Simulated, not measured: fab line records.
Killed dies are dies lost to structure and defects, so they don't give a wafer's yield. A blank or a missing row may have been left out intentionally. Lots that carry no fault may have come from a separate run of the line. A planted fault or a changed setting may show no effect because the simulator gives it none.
One fault seen from 2 desks -- flow gf180mcu -- numbers are kept per desk, each desk with only its own; the story behind them comes last

METROLOGY DESK
Lot by lot, what the gauges showed, no matter which tool ran the lot: averages of those sampled wafers that carry a number. Marked OUT: a lot whose mean sits more than 4 standard deviations from the usual mean, which makes it out of limits; the brackets give that distance.
Columns: A = MVPSD_RS at GF_VT_IMPLANT_RS_MEAS_49, usual 1169 ohm/sq; B = cd_nm at GF_HV_LDD_CD_MEAS_31, usual 399.8 nm; C = CONTACT_W_RS at GF_CONTACT_RS_MEAS_25, usual 0.387 ohm/sq; D = CONTACT_W_THK at GF_CONTACT_THK_MEAS_26, usual 301 nm
lot,first seen here,A,B,C,D
L716,day 8 14:17,1171,401.0,0.388,300
L718,day 8 19:50,1172,399.4,0.382,301
L717,day 8 22:32,1170,405.3,0.382,301
L723,day 10 10:13,1172,396.0,0.385,307
L724,day 10 15:13,1168,399.6,0.387,300
L725,day 10 21:45,1171,402.3,0.443 (+16) OUT,272 (-7.7) OUT
L726,day 11 05:53,1167,399.7,0.389,298
L727,day 11 10:49,1169,399.7,0.441 (+15) OUT,273 (-7.4) OUT
L728,day 11 20:19,1164,395.7,0.393,293
L735,day 13 16:52,1162,403.0,0.383,301
L736,day 14 00:41,1165,396.6,0.393,300
This desk's result: L725, L727 out of limits, first on L725 (CONTACT_W_RS at GF_CONTACT_RS_MEAS_25), day 20 16:04. In limits: L716, L718, L717, L723, L724, L726, L728, L735, L736.

DESK OF THE TOOL OWNER: cvd_w-01
The tool's own readings at GF_CONTACT_CVD_24 (deposits W, target thk 300 nm, time 90.339 s): means of the sampled wafers that have a number, for each lot that ran on this tool. Marked OUT: a lot whose mean sits more than 4 standard deviations from the usual mean, which makes it out of limits; the brackets give that distance.
Columns: A = chamber_pressure_Torr at GF_CONTACT_CVD_24, usual 40.00 Torr; B = heater_power_w at GF_CONTACT_CVD_24, usual 731 W; C = susceptor_temp_C at GF_CONTACT_CVD_24, usual 399.98 C
lot,first seen here,A,B,C
L717,day 17 21:46,40.00,682,400.01
L723,day 19 23:07,40.02,675,400.25
L724,day 20 10:40,40.03,673,400.25
L725,day 20 15:57,40.01,640,393.48 (-36) OUT
L727,day 21 05:43,40.01,645,393.88 (-34) OUT
L736,day 24 06:46,40.06,688,399.91
This desk finds L725, L727 out of limits, L725 being first, at day 20 15:57 (susceptor_temp_C at GF_CONTACT_CVD_24). In limits: L717, L723, L724, L736.

BROUGHT TOGETHER
On L725, L727, at day 20 15:57, an alarm was possible from the tool owner's desk.
At day 20 16:04 the metrology desk could have sounded an alarm, on L725, L727.
The lots listed all ran GF_CONTACT_CVD_24 on cvd_w-01.

WHAT WAS PUT IN BY THE SIMULATOR
cvd_w-01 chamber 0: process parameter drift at GF_CONTACT_CVD_24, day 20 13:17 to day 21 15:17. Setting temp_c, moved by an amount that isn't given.
Shown lots that were struck: L725, L727.
Hours from the fault's start to each desk's first reading out of limits: the tool owner's desk, 3; the metrology desk, 3.
